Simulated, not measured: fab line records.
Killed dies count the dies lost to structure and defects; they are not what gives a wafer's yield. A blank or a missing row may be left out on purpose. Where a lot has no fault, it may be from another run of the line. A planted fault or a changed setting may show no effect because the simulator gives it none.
fab line records	flow sky130
[record] lots = 13	wafers = 39	lastDay = 50
route steps=708 shown FIELD_ISO@31 DNWELL@43 NWELL@78 VT_ADJUST_HVTP@96 PAD_OPEN@708
lots with no fault: from the same line, run without faults
startH: hours from the record's opening day to when the first of the lot's shown wafers began	waitH: hours from the lot's prior step to this one	" identical to the entry in the row above	L1.1+2: several wafers, shown together as one row	- no value, or no start given	* or withheld: withheld	< > ~ a bound
route shown NAME@n: names a module that has steps shown in the file, with the first one's number in the route	usual: mean and standard deviation over wafers with no fault	same: alike in all rows	chamber/n: place in a boat	sites: readings site by site	_std_site: the values' standard deviation	_edge_site: mean of outer sites minus mean of inner sites	radiusMm: how far each site lies from the wafer's centre	mask NAME#n: copy n	behind: the last tool/chamber to shape the wafer	hold: why the lot went on hold/how many hours it stayed there/how the hold came to an end	device: the transistor (n, p or np) that didn't switch	end of line: at the end of the route, the tests of the same wafers	a step with no rows: only its recipe	killed: dies that structure and defects cost at the first sort, which is not the same as the wafer's yield	map: the dies of a wafer, with x for killed, . for not killed, _ for no die there
set.NAME: setting as actually run; set.NAME@STEP: the setting as run at that earlier step	model.NAME: the simulator's own value behind a step, which no gauge read
a sample of lots followed through the steps of the route, with each step as a table and each wafer as a row
services: the hour from which a tool's chamber was out of use, counted from the record's first day as startH (under 0 if before that day), plus the number of hours and why
[[steps]]
[step SKY_FIELD_ISO_WET_ETCH_30]
[recipe] chemistry = dHF	targetDepthNm = 25	target = SiO2	dilution = 10:1	tempC = 25	timeS = 50
[usual] bathHeatDutyPct = 6.4/0.68	tempC = 24.98/0.11
lot.wafer	tool	chamber	startH	waitH	bathHeatDutyPct	tempC
L516.1	wetBench-01	0	42.38	0.0	5.7	24.98
L516.2	"	0	"	"	7.0	24.80
L516.5	"	0	"	"	6.9	24.98
L517.2	wetBench-03	2	43.85	0.0	6.0	25.09
L517.3	"	2	"	"	6.0	25.13
L517.6	"	2	"	"	6.0	24.92
L519.1	wetBench-02	1	50.92	0.0	6.5	25.01
L519.2	"	1	"	"	6.9	24.79
L519.3	"	1	"	"	7.1	24.93
L520.2	wetBench-01	3	56.64	0.0	5.7	24.95
L520.4	"	3	"	"	6.2	24.74
L520.5	"	3	"	"	7.0	24.88
L521.2	wetBench-03	3	60.66	0.0	6.5	25.01
L521.3	"	3	"	"	7.2	25.09
L521.5	"	3	"	"	6.3	25.14
L522.3	wetBench-03	0	71.62	0.0	5.4	25.02
L522.4	"	0	"	"	5.6	24.92
L522.5	"	0	"	"	5.3	24.81
L523.2	wetBench-01	3	73.02	0.0	7.2	24.79
L523.4	"	3	"	"	6.4	24.98
L523.5	"	3	"	"	6.2	25.03
L528.2	wetBench-01	3	100.50	0.0	27.5	39.75
L528.4	"	3	"	"	27.5	39.61
L528.5	"	3	"	"	27.3	39.92
L530.1	wetBench-03	1	113.20	0.0	6.3	25.02
L530.3	"	1	"	"	6.7	25.03
L530.5	"	1	"	"	6.3	25.01
L536.3	wetBench-03	0	139.59	0.0	5.9	25.04
L536.5	"	0	"	"	5.2	24.89
L536.6	"	0	"	"	5.4	25.14
L537.3	wetBench-03	1	143.88	0.0	6.8	25.25
L537.4	"	1	"	"	6.9	25.06
L537.5	"	1	"	"	6.1	25.13
L538.1	wetBench-02	1	150.97	0.0	8.0	24.95
L538.3	"	1	"	"	7.0	24.99
L538.4	"	1	"	"	7.3	24.81
L539.1	wetBench-03	3	154.85	0.0	6.9	25.02
L539.2	"	3	"	"	5.7	25.05
L539.3	"	3	"	"	6.5	25.00
[step SKY_DNWELL_STRIP_08]
[recipe] chemistry = O2/N2	powerW = 1400	pressureMtorr = 1500	platenTempC = withheld	o2FlowSccm = 3000	n2FlowSccm = 300	overashFraction = 0.5
[usual] drypumpMotorCurrentA = 6.00/0.29	oesProductAu = 0.723/0.0046	stripTimeToEndpointS = 36.94/0.12
lot.wafer	tool	chamber	startH	waitH	drypumpMotorCurrentA	oesProductAu	rfHoursCounterH	stripTimeToEndpointS
L516.1	plasmaAsher-04	1	60.19	0.1	6.03	0.726	26	37.02
L516.2	"	0	"	"	6.07	0.720	26	37.13
L516.5	"	1	"	"	6.00	0.725	-	37.13
L517.2	plasmaAsher-04	0	61.02	0.1	6.06	0.722	27	36.80
L517.3	"	1	"	"	6.03	0.723	-	36.88
L517.6	"	0	"	"	6.05	0.715	-	36.85
L519.1	plasmaAsher-02	0	69.94	0.1	6.38	0.722	36	37.01
L519.2	"	1	"	"	5.53	0.725	36	37.06
L519.3	"	1	"	"	5.53	0.719	-	36.98
L520.2	plasmaAsher-04	1	74.36	0.1	6.01	0.720	28	36.96
L520.4	"	1	"	"	5.98	0.718	-	37.00
L520.5	"	1	"	"	6.03	0.722	-	36.99
L521.2	plasmaAsher-02	0	83.02	0.1	6.40	0.723	37	37.27
L521.3	"	0	"	"	6.40	0.723	-	37.18
L521.5	"	1	"	"	5.52	0.728	-	37.09
L522.3	plasmaAsher-03	0	92.10	0.1	6.16	0.724	-	36.79
L522.4	"	1	"	"	5.91	0.720	-	36.70
L522.5	"	0	"	"	6.15	0.725	-	36.72
L523.2	plasmaAsher-02	0	92.11	0.1	6.37	0.725	38	37.04
L523.4	"	0	"	"	6.37	0.725	-	36.97
L523.5	"	1	"	"	5.52	0.718	-	37.05
L528.2	plasmaAsher-03	1	123.44	0.1	5.97	0.719	0	36.81
L528.4	"	1	"	"	5.95	0.724	-	37.08
L528.5	"	1	"	"	5.94	0.717	-	36.97
L530.1	plasmaAsher-04	1	134.82	0.1	6.02	0.725	31	37.02
L530.3	"	0	"	"	6.03	0.718	-	37.08
L530.5	"	0	"	"	6.05	0.726	-	37.07
L536.3	plasmaAsher-03	1	159.85	0.1	5.92	0.720	-	36.93
L536.5	"	1	"	"	5.95	0.717	-	36.93
L536.6	"	0	"	"	6.16	0.723	-	36.86
L537.3	plasmaAsher-03	0	163.77	0.1	6.17	0.725	-	36.83
L537.4	"	1	"	"	5.99	0.723	-	37.03
L537.5	"	1	"	"	5.99	0.727	-	37.00
L538.1	plasmaAsher-03	1	172.44	0.1	5.98	0.731	3	36.97
L538.3	"	1	"	"	5.99	0.715	-	36.88
L538.4	"	0	"	"	6.15	0.717	-	36.98
L539.1	plasmaAsher-02	0	178.56	0.1	6.39	0.727	48	36.87
L539.2	"	1	"	"	5.53	0.726	48	36.74
L539.3	"	0	"	"	6.38	0.729	-	36.93
[step SKY_NWELL_STRIP_25]
[recipe] chemistry = O2/N2	powerW = 1400	pressureMtorr = 1500	platenTempC = withheld	o2FlowSccm = 3000	n2FlowSccm = 300	overashFraction = 0.5
[usual] drypumpMotorCurrentA = 5.89/0.27	oesProductAu = 0.723/0.0045	stripTimeToEndpointS = 36.98/0.098
lot.wafer	tool	chamber	startH	waitH	drypumpMotorCurrentA	oesProductAu	rfHoursCounterH	stripTimeToEndpointS
L516.1	plasmaAsher-02	1	111.65	0.1	5.52	0.722	41	36.89
L516.2	"	0	"	"	6.38	0.723	41	37.01
L516.5	"	0	"	"	6.38	0.723	-	36.99
L517.2	plasmaAsher-01	1	112.90	0.1	5.75	0.728	47	37.07
L517.3	"	1	"	"	5.73	0.724	-	36.95
L517.6	"	0	"	"	5.75	0.727	-	36.93
L519.1	plasmaAsher-01	1	121.75	0.1	5.74	0.716	48	37.16
L519.2	"	0	"	"	5.70	0.714	48	37.18
L519.3	"	1	"	"	5.75	0.722	-	37.19
L520.2	plasmaAsher-03	1	127.40	0.1	5.98	0.723	1	36.97
L520.4	"	0	"	"	6.14	0.728	-	36.92
L520.5	"	0	"	"	6.17	0.729	-	37.03
L521.2	plasmaAsher-01	1	137.25	0.1	5.72	0.724	50	36.77
L521.3	"	0	"	"	5.71	0.724	-	36.90
L521.5	"	1	"	"	5.74	0.719	-	37.06
L522.3	plasmaAsher-02	1	147.44	0.1	5.52	0.722	-	36.86
L522.4	"	0	"	"	6.36	0.727	-	36.90
L522.5	"	1	"	"	5.54	0.717	-	36.90
L523.2	plasmaAsher-01	0	147.75	0.1	5.73	0.718	51	37.04
L523.4	"	0	"	"	5.73	0.717	-	37.05
L523.5	"	0	"	"	5.72	0.728	-	37.12
L528.2	plasmaAsher-01	1	182.60	0.1	5.73	0.726	55	36.96
L528.4	"	0	"	"	5.73	0.724	-	37.05
L528.5	"	0	"	"	5.74	0.723	-	36.97
L530.1	plasmaAsher-01	0	196.95	0.1	5.68	0.727	56	36.82
L530.3	"	0	"	"	5.74	0.724	-	36.94
L530.5	"	1	"	"	5.75	0.722	-	36.85
L536.3	plasmaAsher-03	1	225.69	0.1	6.00	0.729	-	36.94
L536.5	"	0	"	"	6.16	0.724	-	36.86
L536.6	"	1	"	"	6.00	0.724	-	36.99
L537.3	plasmaAsher-02	0	229.48	0.1	6.38	0.724	-	36.88
L537.4	"	1	"	"	5.53	0.728	-	36.84
L537.5	"	0	"	"	6.37	0.727	-	36.89
L538.1	plasmaAsher-01	0	238.50	0.2	5.71	0.724	60	37.00
L538.3	"	1	"	"	5.75	0.719	-	37.05
L538.4	"	0	"	"	5.72	0.717	-	37.03
L539.1	plasmaAsher-03	0	246.12	0.1	6.16	0.717	10	37.01
L539.2	"	1	"	"	5.94	0.725	10	36.98
L539.3	"	1	"	"	5.96	0.721	-	36.95
[step SKY_VT_ADJUST_HVTP_TW_MEAS_11]
[usual] VT_ADJUST_HVTP_TW = 1367/17
lot.wafer	tool	chamber	startH	waitH	VT_ADJUST_HVTP_TW
L516.1	filmMetro-04	-	130.72	0.1	1342
L516.2	"	-	"	"	1342
L516.5	"	-	"	"	1347
L517.2	filmMetro-02	-	131.30	0.1	1363
L517.3	"	-	"	"	1373
L517.6	"	-	"	"	1373
L519.1	filmMetro-04	-	141.17	0.1	1343
L519.2	"	-	"	"	1346
L519.3	"	-	"	"	1346
L520.2	filmMetro-01	-	147.40	0.1	1386
L520.4	"	-	"	"	1387
L520.5	"	-	"	"	1388
L521.2	filmMetro-01	-	157.18	0.1	1397
L521.3	"	-	"	"	1396
L521.5	"	-	"	"	1396
L522.3	filmMetro-01	-	166.41	0.1	1388
L522.4	"	-	"	"	1397
L522.5	"	-	"	"	1401
L523.2	filmMetro-02	-	167.99	0.1	1370
L523.4	"	-	"	"	1360
L523.5	"	-	"	"	1365
L528.2	filmMetro-04	-	204.40	0.1	1359
L528.4	"	-	"	"	1353
L528.5	"	-	"	"	1346
L530.1	filmMetro-01	-	219.69	0.1	1386
L530.3	"	-	"	"	1390
L530.5	"	-	"	"	1389
L536.3	filmMetro-02	-	249.55	0.1	1360
L536.5	"	-	"	"	1366
L536.6	"	-	"	"	1362
L537.3	filmMetro-04	-	252.95	0.1	1346
L537.4	"	-	"	"	1349
L537.5	"	-	"	"	1351
L538.1	filmMetro-01	-	262.18	0.1	1392
L538.3	"	-	"	"	1393
L538.4	"	-	"	"	1388
L539.1	filmMetro-02	-	270.59	0.1	1358
L539.2	"	-	"	"	1355
L539.3	"	-	"	"	1351
[step SKY_PAD_OPEN_PROBE_99]
[usual] killed_at_M0_to_M3 = 43/7.6	killed_at_M4_up = 2.8/1.9	killedAtContacts = 24/4.7	killedAtFrontEnd = 16/4.4	killedAtOther = 0.2/0.4	killedDies = 86/9.9	killedOpen = 47/8.2	killedShort = 39/6.3
[same] grossDies = 492	killedAtBackSide = 0
lot.wafer	tool	chamber	startH	waitH	killed_at_M0_to_M3	killed_at_M4_up	killedAtContacts	killedAtFrontEnd	killedAtOther	killedDies	killedOpen	killedShort
L523.2	prober-01	-	1118.40	0.1	53	4	27	30	0	114	68	46
L523.4	prober-01	-	1118.50	0.2	39	7	22	21	1	90	46	44
L523.5	prober-01	-	1118.55	0.2	42	1	22	32	0	97	56	41
L528.2	prober-01	-	1148.78	0.1	55	1	26	24	0	106	59	47
L528.4	prober-01	-	1148.88	0.2	31	5	14	21	0	71	37	34
L528.5	prober-01	-	1148.93	0.2	38	4	24	11	1	78	39	39
// killed by level:class
L523.2 CONTACT:geometricParticle:open=16 VIA1:geometricParticle:open=11 POLY_GATE:geometricParticle:open=9 METAL2:geometricParticle:short=9 POLY_GATE:geometricParticle:short=8 VIA3:geometricParticle:open=7 FIELD_ISO:geometricParticle:short=6 VIA1:geometricParticle:short=6
L523.4 VIA1:geometricParticle:open=9 POLY_GATE:geometricParticle:short=7 CONTACT:geometricParticle:open=6 VIA3:geometricParticle:open=6 LOCAL_INTERCONNECT:geometricParticle:short=5 VIA1:geometricParticle:short=5 VIA2:geometricParticle:open=5 POLY_GATE:geometricParticle:open=4
L523.5 POLY_GATE:geometricParticle:open=11 POLY_GATE:geometricParticle:short=8 CONTACT:geometricParticle:open=8 METAL1:geometricParticle:short=8 LI_CONTACT:geometricParticle:open=7 VIA2:geometricParticle:open=7 FIELD_ISO:geometricParticle:open=6 VIA1:geometricParticle:open=6
L528.2 CONTACT:geometricParticle:open=16 FIELD_ISO:geometricParticle:open=9 METAL2:geometricParticle:short=9 VIA3:geometricParticle:short=7 VIA1:geometricParticle:open=6 VIA2:geometricParticle:short=6 VIA1:geometricParticle:short=5 POLY_GATE:geometricParticle:open=4
L528.4 FIELD_ISO:geometricParticle:short=7 VIA1:geometricParticle:open=7 METAL2:geometricParticle:short=7 FIELD_ISO:geometricParticle:open=5 LI_CONTACT:geometricParticle:open=5 VIA3:geometricParticle:open=5 METAL4:geometricParticle:short=5 POLY_GATE:geometricParticle:short=4
L528.5 CONTACT:geometricParticle:open=11 METAL1:geometricParticle:short=8 VIA1:geometricParticle:open=6 CONTACT:geometricParticle:short=5 VIA3:geometricParticle:short=5 VIA3:geometricParticle:open=4 METAL3:geometricParticle:short=4 FIELD_ISO:geometricParticle:short=3
[[services]]
tool	chamber	startH	hours	kind
wetBench-01	-	45.68	5.9	repair
plasmaAsher-02	-	55.25	14.6	pm
plasmaAsher-04	-	87.45	26.7	repair
plasmaAsher-04	-	102.64	3.3	repair
plasmaAsher-03	-	108.75	9.0	pm
plasmaAsher-03	0	108.75	9.0	ventCycle
plasmaAsher-03	1	108.75	9.0	ventCycle
plasmaAsher-03	0	117.75	-	clean
plasmaAsher-03	1	117.75	-	clean
plasmaAsher-03	-	129.83	25.0	pm
plasmaAsher-02	-	141.49	2.5	repair
[[key]]
[firstSign] step = SKY_FIELD_ISO_WET_ETCH_30	reading = tempC	direction = up	sigmas = 99+	usual = *	struck = *
[effect] step = SKY_FIELD_ISO_WET_ETCH_30	reading = bathHeatDutyPct	direction = up	sigmas = 31	usual = 6.4	struck = 27.4
metAt SKY_FIELD_ISO_WET_ETCH_30
struckLots L528
struckWafers L528.2,L528.4,L528.5
testerLeftOut L528
notActingAt SKY_DNWELL_STRIP_08,SKY_NWELL_STRIP_25,SKY_VT_ADJUST_HVTP_TW_MEAS_11
onsetBetween 73.02 100.50
[fault] kind = processParameterDrift	tool = wetBench-01	chamber = 3	onsetH = 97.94	steps = SKY_FIELD_ISO_WET_ETCH_30	channel = tempC	offset = *	shape = step	endH = 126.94	actsIn = *	stated = *
// testerLeftOut: of these lots the tester's yield and bins aren't shown, on N5 and GAA mostly nor the transistor test; their killed dies are dies lost to structure and defects alone, not to doping, threshold or leakage, so they don't give the yield
